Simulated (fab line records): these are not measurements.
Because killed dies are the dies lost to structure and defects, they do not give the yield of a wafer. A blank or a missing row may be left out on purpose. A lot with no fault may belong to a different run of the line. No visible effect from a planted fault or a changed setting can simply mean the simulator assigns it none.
A struck lot beside a sound one ; flow sky130 ; 16 out of 708 route steps
Sound: the wafers L287.1, L287.5, L287.6. Struck: wafers L280.1, L280.3, L280.4. Last of all comes the cause.
Order at every step that has rows: each side's tool, ch and its chambers, its first start. Under that, the readings that differ: sound wafers ; struck wafers ; difference of the means ; sigmas: that difference in standard deviations of wafers without a fault.
alike: a reading whose means differ by less than 2 such deviations, as well as words and numbers matching on both sides. not compared: withheld readings; readings where some wafer has no value; bounds like >300 that might hide an equal value; numbers whose values overlap and for which the record gives no deviation.
The two part at a step that has a row with sigmas, a row that says differs or no value, or rows on one side only. Non-overlapping numbers with no deviation appear without sigmas and do not part them. Lack of a reading on every wafer of one side parts them only where that side has two or more wafers.

SKY_VIA1_CMP_02: polishes SiO2.
  sound on cmp-01 ch 0,1,3, day 38 17:43; struck on cmp-02 ch 1,2,3, day 36 16:55
  alike: motor current A, platen rpm
SKY_VIA1_BOW_MEAS_03:
  sound on film metro-02 at day 38 17:55; struck on film metro-01 at day 36 17:10
  alike: VIA1_BOW
then, 8 steps without rows for these wafers: SKY_VIA1_DEHYDRATE_04 (time 60 s); SKY_VIA1_HMDS_05 (prime time 60 s); SKY_VIA1_COAT_06 (resist thk 60 nm); SKY_VIA1_COAT_07 (resist thk 450 nm); SKY_VIA1_SOFTBAKE_08 (time 90 s); SKY_VIA1_EXPOSE_09 (exposes mask VIM, target cd 150 nm); SKY_VIA1_PEB_10; SKY_VIA1_DEVELOP_11 (develop time 60 s).
SKY_VIA1_CD_MEAS_12: target cd 150 nm.
  sound on cd sem-02 at day 39 19:01; struck on cd sem-01 at day 37 18:28
  alike: cd nm
SKY_VIA1_OVL_MEAS_13:
  sound on overlay-02 at day 39 19:08; struck on overlay-02 at day 37 18:35
  alike: VIA1_OVL
SKY_VIA1_ETCH_14: etches BARC in N2/H2, stops on SiO2, time 45.9 s, target depth 60 nm.
  sound on rie diel-01 ch 0,1,3, day 39 19:10; struck on rie diel-02 ch 1,2,3, day 37 18:38
  no value came back on the struck wafers for any of 5 readings (bias w (W), chamber pressure mTorr (mTorr) and others); on the sound wafers bias w (W) reads 100.5 100.0 99.5
reading;sound;struck;difference;sigmas
model.KrF-thick_of_VIA1_COAT_07.thk nm (nm);390.6 390.8 391.2;436.9 436.3 437.4;+46.0;
  not compared: rf hours counter h
SKY_VIA1_ETCH_15: etches SiO2 in C4F8/O2/Ar, stops on TiN, target depth 351 nm, time 54 s.
  sound on rie diel-01 ch 0,1,3, day 39 19:13; struck on rie diel-02 ch 1,2,3, day 37 18:40
reading;sound;struck;difference;sigmas
oes product au (a.u.);0.984 0.974 0.979;0.385 0.371 0.366;-0.605;-89
model.KrF-thick_of_VIA1_COAT_07.thk nm (nm);318.8 320.4 320.8;367.8 367.9 368.4;+48.0;
  alike: bias w, chamber pressure mTorr
  not compared: rf hours counter h
SKY_VIA1_STRIP_16: strips in O2/N2.
  sound on plasma asher-01 ch 0,1, day 39 19:16; struck on plasma asher-03 ch 0,1, day 37 18:43
reading;sound;struck;difference;sigmas
oes product au (a.u.);0.411 0.416 0.413;0.437 0.441 0.440;+0.026;+5
strip time to endpoint s (s);4.414 4.425 4.435;4.935 4.936 4.924;+0.507;+19
  alike: drypump motor current A
  not compared: rf hours counter h
then, 1 step without rows for these wafers: SKY_VIA1_STRIP_17 (strips in post etch residue remover, time 1200 s).

== WHERE THEY PART ==
First at SKY_VIA1_ETCH_14; last, within this record, at SKY_VIA1_STRIP_16.

WHY: what had been put in by the simulator
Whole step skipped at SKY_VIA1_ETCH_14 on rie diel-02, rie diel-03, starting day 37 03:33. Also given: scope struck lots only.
